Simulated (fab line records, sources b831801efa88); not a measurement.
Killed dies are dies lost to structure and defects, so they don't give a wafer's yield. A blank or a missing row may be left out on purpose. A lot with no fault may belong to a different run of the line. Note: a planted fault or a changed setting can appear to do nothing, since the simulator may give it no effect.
Which tool was responsible? | flow sky130 | 72 wafers from 24 lots sampled at 6 of the route's 708 steps

## WHAT THE GAUGES READ, wafer by wafer
SKY_PWDE_TW_MEAS_10. Usual: PWDE_TW 376, standard deviation 3.2.
lot  | measured    | on            | PWDE_TW     | flag
L074 | day 3 23:04 | film metro-03 | 373 372 373 |
L075 | day 4 04:24 | film metro-01 | 380 379 381 |
L076 | day 4 08:16 | film metro-03 | 373 376 373 |
L077 | day 4 13:07 | film metro-03 | 373 371 372 |
L078 | day 4 21:28 | film metro-03 | 373 373 372 |
L079 | day 5 11:44 | film metro-01 | 379 381 380 |
L081 | day 5 15:38 | film metro-01 | 379 376 376 |
L080 | day 5 15:55 | film metro-01 | 380 379 382 |
L082 | day 5 17:16 | film metro-01 | 378 380 382 |
L083 | day 5 23:25 | film metro-03 | 372 370 371 |
L084 | day 6 07:04 | film metro-01 | 379 377 378 |
L085 | day 6 17:56 | film metro-04 | 376 376 378 |
L087 | day 7 02:53 | film metro-04 | 377 376 377 |
L086 | day 7 03:13 | film metro-03 | 374 376 374 |
L088 | day 7 09:10 | film metro-03 | 374 376 375 |
L089 | day 7 15:11 | film metro-01 | 381 381 380 |
L090 | day 7 18:04 | film metro-04 | 376 377 379 |
L091 | day 7 22:47 | film metro-04 | 377 377 376 |
L093 | day 8 07:43 | film metro-04 | 380 379 379 |
L092 | day 8 08:55 | film metro-04 | 380 381 379 |
L094 | day 8 14:09 | film metro-03 | 372 372 372 |
L095 | day 8 20:39 | film metro-01 | 380 378 377 |
L096 | day 9 00:38 | film metro-03 | 371 371 371 |
L097 | day 9 05:18 | film metro-01 | 379 381 379 |

SKY_VT_ADJUST_HVTR_TW_MEAS_11. Usual: VT_ADJUST_HVTR_TW 212.1, standard deviation 1.5.
lot  | measured     | on            | VT_ADJUST_HVTR_TW | flag
L074 | day 9 12:32  | film metro-03 | 209.9 209.0 209.9 |
L075 | day 9 21:14  | film metro-04 | 212.8 213.4 213.7 |
L076 | day 10 01:53 | film metro-03 | 210.8 212.6 211.0 |
L077 | day 10 07:04 | film metro-04 | 210.4 210.0 210.9 |
L078 | day 10 17:56 | film metro-03 | 210.7 210.4 209.4 |
L079 | day 11 13:23 | film metro-04 | 213.7 213.6 213.1 |
L081 | day 11 18:27 | film metro-04 | 213.9 214.0 213.1 |
L080 | day 11 19:14 | film metro-01 | 214.3 213.9 214.0 |
L082 | day 11 22:35 | film metro-04 | 212.5 212.4 212.6 |
L083 | day 12 06:23 | film metro-03 | 210.7 210.9 210.8 |
L084 | day 12 14:32 | film metro-04 | 212.2 213.0 213.0 |
L085 | day 13 06:53 | film metro-03 | 210.6 210.8 209.2 |
L087 | day 13 17:01 | film metro-03 | 209.5 210.4 209.3 |
L086 | day 13 19:02 | film metro-01 | 214.6 215.5 213.5 |
L088 | day 14 02:53 | film metro-04 | 213.4 212.4 213.0 |
L089 | day 14 11:10 | film metro-04 | 213.7 212.8 212.6 |
L090 | day 14 15:14 | film metro-03 | 210.6 210.1 209.7 |
L091 | day 14 20:43 | film metro-04 | 213.2 211.7 212.8 |
L093 | day 15 06:30 | film metro-04 | 213.8 212.9 213.2 |
L092 | day 15 08:59 | film metro-03 | 211.3 211.8 210.9 |
L094 | day 15 15:53 | film metro-04 | 213.2 212.4 212.8 |
L095 | day 16 02:11 | film metro-04 | 212.8 212.3 211.9 |
L096 | day 16 04:02 | film metro-01 | 213.6 213.4 213.5 |
L097 | day 16 11:53 | film metro-04 | 212.7 213.2 212.5 |

SKY_VIA1_RS_MEAS_22: measurement is done with a four-point probe. Usual: VIA1_W_RS 0.425 ohm/sq, standard deviation 0.0045.
lot  | measured     | on            | VIA1_W_RS (ohm/sq) | flag
L074 | day 34 01:25 | film metro-01 | 0.419 0.425 0.424  |
L075 | day 34 06:34 | film metro-03 | 0.429 0.427 0.429  |
L076 | day 34 23:01 | film metro-03 | 0.423 0.428 0.432  |
L077 | day 34 22:42 | film metro-01 | 0.423 0.426 0.426  |
L078 | day 35 16:30 | film metro-01 | 0.421 0.433 0.426  |
L079 | day 36 11:45 | film metro-03 | 0.420 0.425 0.432  |
L081 | day 36 12:44 | film metro-02 | 0.427 0.424 0.429  |
L080 | day 36 12:37 | film metro-01 | 0.419 0.425 0.425  |
L082 | day 36 19:13 | film metro-03 | 0.418 0.426 0.426  |
L083 | day 37 11:09 | film metro-01 | 0.434 0.425 0.434  |
L084 | day 37 13:56 | film metro-03 | 0.425 0.421 0.424  |
L085 | day 37 20:55 | film metro-03 | 0.430 0.426 0.429  |
L087 | day 38 16:19 | film metro-03 | 0.422 0.427 0.424  |
L086 | day 38 18:16 | film metro-01 | 0.418 0.419 0.411  |
L088 | day 38 22:06 | film metro-01 | 0.425 0.427 0.427  |
L089 | day 39 16:59 | film metro-01 | 0.427 0.426 0.428  |
L090 | day 39 16:19 | film metro-03 | 0.424 0.421 0.422  |
L091 | day 39 19:02 | film metro-02 | 0.416 0.417 0.421  |
L093 | day 39 23:13 | film metro-02 | 0.434 0.428 0.425  |
L092 | day 39 23:41 | film metro-01 | 0.428 0.424 0.426  |
L094 | day 40 04:22 | film metro-03 | 0.424 0.426 0.426  |
L095 | day 40 20:05 | film metro-02 | 0.433 0.423 0.429  |
L096 | day 40 19:32 | film metro-01 | 0.428 0.429 0.422  |
L097 | day 41 01:40 | film metro-03 | 0.422 0.429 0.425  |

SKY_CAP2M_THK_MEAS_04: measures by xrf. Usual: CAP2M_TIN_THK 199.0 nm, standard deviation 2.5.
lot  | measured     | on            | CAP2M_TIN_THK (nm) | flag
L074 | day 39 20:17 | film metro-03 | 201.5 199.6 201.0  |
L075 | day 39 23:01 | film metro-02 | 197.3 200.4 202.9  |
L076 | day 40 20:01 | film metro-03 | 202.9 203.8 205.6  |
L077 | day 40 19:43 | film metro-02 | 197.1 196.4 199.1  |
L078 | day 41 05:29 | film metro-04 | 197.8 197.5 198.4  |
L079 | day 42 00:35 | film metro-04 | 195.5 195.4 196.1  |
L081 | day 42 01:48 | film metro-02 | 199.3 201.0 200.0  |
L080 | day 42 01:18 | film metro-04 | 198.2 198.4 197.6  |
L082 | day 42 09:37 | film metro-02 | 203.4 203.7 200.0  |
L083 | day 42 21:01 | film metro-02 | 195.6 199.2 192.1  |
L084 | day 43 01:02 | film metro-04 | 196.3 196.3 197.6  |
L085 | day 43 09:10 | film metro-04 | 200.6 195.7 198.1  |
L087 | day 43 23:56 | film metro-03 | 198.8 201.3 199.5  |
L086 | day 44 01:53 | film metro-02 | 202.1 203.8 202.3  |
L088 | day 44 04:31 | film metro-02 | 196.7 198.9 200.7  |
L089 | day 44 23:05 | film metro-04 | 200.6 198.8 198.1  |
L090 | day 44 21:57 | film metro-02 | 196.2 198.7 199.2  |
L091 | day 44 23:38 | film metro-02 | 198.1 201.1 195.8  |
L093 | day 45 04:10 | film metro-02 | 196.6 200.7 199.6  |
L092 | day 45 04:45 | film metro-03 | 197.5 200.1 200.8  |
L094 | day 45 07:42 | film metro-04 | 195.8 197.2 197.8  |
L095 | day 45 22:00 | film metro-04 | 198.2 199.6 196.9  |
L096 | day 45 21:55 | film metro-03 | 198.5 201.9 202.4  |
L097 | day 46 02:16 | film metro-04 | 199.1 198.5 195.1  |

SKY_METAL5_RS_MEAS_05: measurement is done with a four-point probe. Usual: METAL5_ALCU_RS 0.0270 ohm/sq, standard deviation 0.00035.
lot  | measured     | on            | METAL5_ALCU_RS (ohm/sq) | flag
L074 | day 42 22:27 | film metro-03 | 0.0268 0.0273 0.0268    |
L075 | day 43 02:26 | film metro-04 | 0.0271 0.0267 0.0268    |
L076 | day 43 21:22 | film metro-04 | 0.0272 0.0275 0.0275    |
L077 | day 43 19:50 | film metro-04 | 0.0266 0.0271 0.0269    |
L078 | day 44 05:52 | film metro-04 | 0.0271 0.0277 0.0271    |
L079 | day 45 00:29 | film metro-01 | 0.0277 0.0273 0.0279    |
L081 | day 45 01:27 | film metro-04 | 0.0269 0.0265 0.0266    |
L080 | day 45 00:28 | film metro-04 | 0.0268 0.0269 0.0268    |
L082 | day 45 07:35 | film metro-01 | 0.0281 0.0274 0.0274    |
L083 | day 45 18:07 | film metro-03 | 0.0270 0.0270 0.0270    |
L084 | day 45 22:55 | film metro-01 | 0.0265 0.0264 0.0267    |
L085 | day 46 05:24 | film metro-03 | 0.0279 0.0269 0.0271    |
L087 | day 46 18:40 | film metro-03 | 0.0269 0.0268 0.0268    |
L086 | day 46 22:06 | film metro-04 | 0.0268 0.0268 0.0268    |
L088 | day 46 23:36 | film metro-04 | 0.0270 0.0279 0.0273    |
L089 | day 47 16:35 | film metro-03 | 0.0272 0.0275 0.0267    |
L090 | day 47 15:59 | film metro-03 | 0.0267 0.0269 0.0268    |
L091 | day 47 17:52 | film metro-03 | 0.0267 0.0267 0.0265    |
L093 | day 47 22:24 | film metro-03 | 0.0266 0.0269 0.0264    |
L092 | day 47 22:54 | film metro-01 | 0.0265 0.0265 0.0266    |
L094 | day 48 00:55 | film metro-04 | 0.0273 0.0273 0.0274    |
L095 | day 48 14:23 | film metro-03 | 0.0270 0.0269 0.0271    |
L096 | day 48 13:06 | film metro-04 | 0.0271 0.0273 0.0269    |
L097 | day 48 17:29 | film metro-04 | 0.0271 0.0270 0.0272    |

## WHAT TOOL EACH LOT RAN ON (gives the tool, then ch and the chambers of the sampled wafers, and finally the start)
lot  | SKY_VT_ADJUST_PCH_STRIP_09
L074 | plasma asher-03 ch 0,1, day 10 10:46
L075 | plasma asher-01 ch 0,1, day 10 18:40
L076 | plasma asher-02 ch 0,1, day 11 00:04
L077 | plasma asher-02 ch 0,1, day 11 05:53
L078 | plasma asher-02 ch 0,1, day 11 17:15
L079 | plasma asher-02 ch 0,1, day 12 13:47
L081 | plasma asher-02 ch 0,1, day 12 18:32
L080 | plasma asher-01 ch 0,1, day 12 20:17
L082 | plasma asher-01 ch 0,1, day 12 23:18
L083 | plasma asher-03 ch 0,1, day 13 07:40
L084 | plasma asher-03 ch 0,1, day 13 15:48
L085 | plasma asher-01 ch 0,1, day 14 08:52
L087 | plasma asher-03 ch 0,1, day 14 17:54
L086 | plasma asher-03 ch 0,1, day 14 20:34
L088 | plasma asher-02 ch 0,1, day 15 04:57
L089 | plasma asher-01 ch 0,1, day 15 13:28
L090 | plasma asher-03 ch 0,1, day 15 17:34
L091 | plasma asher-02 ch 0,1, day 15 23:25
L093 | plasma asher-01 ch 0,1, day 16 09:35
L092 | plasma asher-01 ch 1, day 16 12:47
L094 | plasma asher-01 ch 0,1, day 16 18:58
L095 | plasma asher-02 ch 0,1, day 17 07:05
L096 | plasma asher-01 ch 0,1, day 17 08:17
L097 | plasma asher-01 ch 0,1, day 17 16:53
- SKY_VT_ADJUST_PCH_STRIP_09: strips in O2/N2.

## AS READ BY THE TOOLS THEMSELVES (means over the sampled wafers that have a number; for cases with no such wafer, the mark the record gives instead)
SKY_VT_ADJUST_PCH_STRIP_09. Usual: chamber pressure mTorr 1500.0 mTorr, standard deviation 1.4; drypump motor current A 5.6 A, standard deviation 0.45; oes product au 0.722 a.u., standard deviation 0.0044; strip time to endpoint s 36.94 s, standard deviation 0.094.
lot  | tool            | chamber pressure mTorr (mTorr) | drypump motor current A (A) | oes product au (a.u.) | strip time to endpoint s (s) | flag
L074 | plasma asher-03 | 1500.1                         | 6.2                         | 0.721                 | 36.96                        |
L075 | plasma asher-01 | 1498.9                         | 5.1                         | 0.722                 | 37.20                        |
L076 | plasma asher-02 | 1499.5                         | 5.8                         | 0.722                 | 36.84                        |
L077 | plasma asher-02 | 1500.2                         | 5.8                         | 0.720                 | 36.86                        |
L078 | plasma asher-02 | 1500.6                         | 5.8                         | 0.724                 | 36.90                        |
L079 | plasma asher-02 | 1500.0                         | 5.8                         | 0.725                 | 36.90                        |
L081 | plasma asher-02 | 1499.2                         | 5.8                         | 0.726                 | 36.88                        |
L080 | plasma asher-01 | 1500.2                         | 5.1                         | 0.724                 | 37.05                        |
L082 | plasma asher-01 | 1499.7                         | 5.3                         | 0.720                 | 36.89                        |
L083 | plasma asher-03 | 1499.8                         | 6.3                         | 0.720                 | 36.98                        |
L084 | plasma asher-03 | 1500.1                         | 6.3                         | 0.722                 | 36.92                        |
L085 | plasma asher-01 | 1499.2                         | 5.2                         | 0.724                 | 36.86                        |
L087 | plasma asher-03 | 1500.8                         | 6.3                         | 0.723                 | 36.84                        |
L086 | plasma asher-03 | 1500.9                         | 6.2                         | 0.728                 | 36.89                        |
L088 | plasma asher-02 | 1500.6                         | 5.8                         | 0.726                 | 36.97                        |
L089 | plasma asher-01 | 1498.8                         | 5.3                         | 0.721                 | 37.02                        |
L090 | plasma asher-03 | 1499.4                         | 6.2                         | 0.721                 | 36.98                        |
L091 | plasma asher-02 | 1499.7                         | 5.8                         | 0.725                 | 36.98                        |
L093 | plasma asher-01 | 1499.5                         | 5.1                         | 0.722                 | 37.02                        |
L092 | plasma asher-01 | 1500.1                         | 5.4                         | 0.727                 | 37.00                        |
L094 | plasma asher-01 | 1499.8                         | 5.1                         | 0.722                 | 36.85                        |
L095 | plasma asher-02 | 1499.0                         | 5.8                         | 0.727                 | 37.01                        |
L096 | plasma asher-01 | 1500.5                         | 5.1                         | 0.724                 | 37.00                        |
L097 | plasma asher-01 | 1500.0                         | 5.1                         | 0.721                 | 36.93                        |

## THE ANSWER, worked out from the rows above alone
Rule: a lot counts as off when the mean over its wafers that have a number is more than 3 standard deviations away from the usual mean. A lot without any number at a reading at which 4 lots or more have one is off too. Where the step has rows for the other lots, those lots are counted as sound. First the gauges in route order, then the tools' own readings, where a lot's mean is used as printed above. The first step at which some lot is off is used, and at that step the reading that is off furthest; a lot without a number counts as furthest.
No lot is off on any of the readings shown, so nothing can be concluded from this.

## WHAT THE SIMULATOR PUT IN
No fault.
